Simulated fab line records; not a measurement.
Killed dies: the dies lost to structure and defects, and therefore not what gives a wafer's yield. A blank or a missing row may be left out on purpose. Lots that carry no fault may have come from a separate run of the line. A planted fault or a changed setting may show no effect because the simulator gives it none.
Which tool did it? ; flow sky130 ; 36 wafers from 12 lots sampled at 2 of the route's 708 steps

== WHAT THE GAUGES SHOWED, per wafer ==
SKY_METAL1_CD_MEAS_15 targets a cd of 140 nm.
lot;measured;on;cd_nm (nm)
L075;day 33 01:56;cd_sem-02;140.2 139.2 139.9
L077;day 34 13:31;cd_sem-02;138.9 138.6 140.2
L080;day 34 16:53;cd_sem-02;140.1 138.9 138.5
L081;day 34 21:01;cd_sem-02;137.9 139.6 138.4
L083;day 35 17:41;cd_sem-02;140.3 140.2 141.7
L084;day 36 06:37;cd_sem-02;138.5 139.3 140.0
L089;day 38 00:56;cd_sem-01;141.0 140.3 138.8
L088;day 38 02:32;cd_sem-01;137.6 139.0 139.6
L091;day 38 08:05;cd_sem-02;141.4 141.0 140.5
L093;day 38 13:53;cd_sem-01;140.5 140.9 141.4
L095;day 39 08:23;cd_sem-02;141.9 141.9 141.0
L097;day 39 16:13;cd_sem-01;138.4 138.4 138.7

== EACH LOT AND THE TOOL THAT RAN IT (in order: tool; ch and the chambers of the sampled wafers; start) ==
lot;SKY_METAL1_SPUTTER_01
L075;pvd_sputter-01, day 31 23:04
L077;pvd_sputter-01, day 33 11:05
L080;pvd_sputter-01, day 33 12:59
L081;pvd_sputter-02, day 33 17:24
L083;pvd_sputter-01, day 34 15:16
L084;pvd_sputter-02, day 35 04:03
L089;pvd_sputter-03, day 36 22:51
L088;pvd_sputter-03, day 37 00:04
L091;pvd_sputter-01, day 37 05:58
L093;pvd_sputter-03, day 37 12:34
L095;pvd_sputter-03, day 38 07:19
L097;pvd_sputter-01, day 38 17:11
- SKY_METAL1_SPUTTER_01: material TiN, target thk 20 nm, time 16.7 s.

== THE ANSWER, worked out from the rows above alone ==
Rule: what is usual is taken from the lots themselves. Put in order of their means at a reading, lots are off if they are a third of the lots or fewer, leave a main group of 4 or more, and stand apart from it by a gap of 3 or more times the standard deviation of the main group's means; of several such gaps the widest counts. A main group is skipped when, at the precision printed for the reading in the tables above, its means are all equal. A lot without any number at a reading at which 4 lots or more have one is off too. Any other lot the step has rows for is counted as sound.
Nothing can be told from this: no lot is off at any reading shown.

== WHAT THE SIMULATOR PUT IN ==
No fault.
